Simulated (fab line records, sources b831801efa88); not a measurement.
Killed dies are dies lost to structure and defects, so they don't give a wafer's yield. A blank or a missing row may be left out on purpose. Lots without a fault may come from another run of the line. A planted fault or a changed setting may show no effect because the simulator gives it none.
One fault seen from 2 desks | flow sky130 | each desk has only its own numbers; what lay behind them comes last

THE TOOL OWNER'S DESK: rie_metal-01
The tool's own readings at SKY_METAL4_METAL_ETCH_18 (etches the open film in Cl2/BCl3, stops on SiO2, target depth 845 nm, time 183.1 s): means of the sampled wafers that have a number, for each lot that ran on this tool. A lot is out of limits, marked OUT, if its mean lies more than 4 standard deviations from the usual mean; the brackets give that distance.
Columns: A = drypump_motor_current_A at SKY_METAL4_METAL_ETCH_18, usual 5.8 A; B = oes_product_au at SKY_METAL4_METAL_ETCH_18, usual 0.865 a.u.; C = throttle_valve_pct at SKY_METAL4_METAL_ETCH_18, usual 22.265 %
lot  | first seen here | A   | B     | C
L295 | day 41 23:29    | 5.4 | 0.859 | 22.264
L300 | day 43 13:18    | 5.4 | 0.866 | 22.266
L301 | day 43 18:47    | 5.4 | 0.871 | 22.258
L306 | day 45 08:23    | 5.4 | 0.868 | 22.259
L309 | day 46 00:32    | 5.5 | 0.863 | 22.267
L314 | day 47 07:35    | 5.4 | 0.879 | 22.264
This desk's finding: nothing out of limits on any of the 6 lots.

THE METROLOGY DESK
What the gauges read, lot by lot, whatever tool the lot ran on: means of the sampled wafers that have a number. A lot is out of limits, marked OUT, if its mean lies more than 4 standard deviations from the usual mean; the brackets give that distance.
Columns: A = VIA3_OVL at SKY_VIA3_OVL_MEAS_13, usual 1 nm
lot  | first seen here | A
L295 | day 39 19:37    | -2
L297 | day 41 01:17    | 1
L300 | day 41 11:38    | -1
L301 | day 41 18:03    | 11
L303 | day 42 09:53    | -10
L305 | day 42 21:15    | 1
L306 | day 43 09:41    | 4
L307 | day 43 11:45    | 4
L308 | day 43 15:14    | 7
L309 | day 44 02:35    | 0
L314 | day 45 11:47    | -1
This desk's finding: nothing out of limits on any of the 11 lots.

PUT TOGETHER
The tool owner's desk saw nothing out of limits.
The metrology desk saw nothing out of limits.

WHAT THE SIMULATOR HAD PUT IN
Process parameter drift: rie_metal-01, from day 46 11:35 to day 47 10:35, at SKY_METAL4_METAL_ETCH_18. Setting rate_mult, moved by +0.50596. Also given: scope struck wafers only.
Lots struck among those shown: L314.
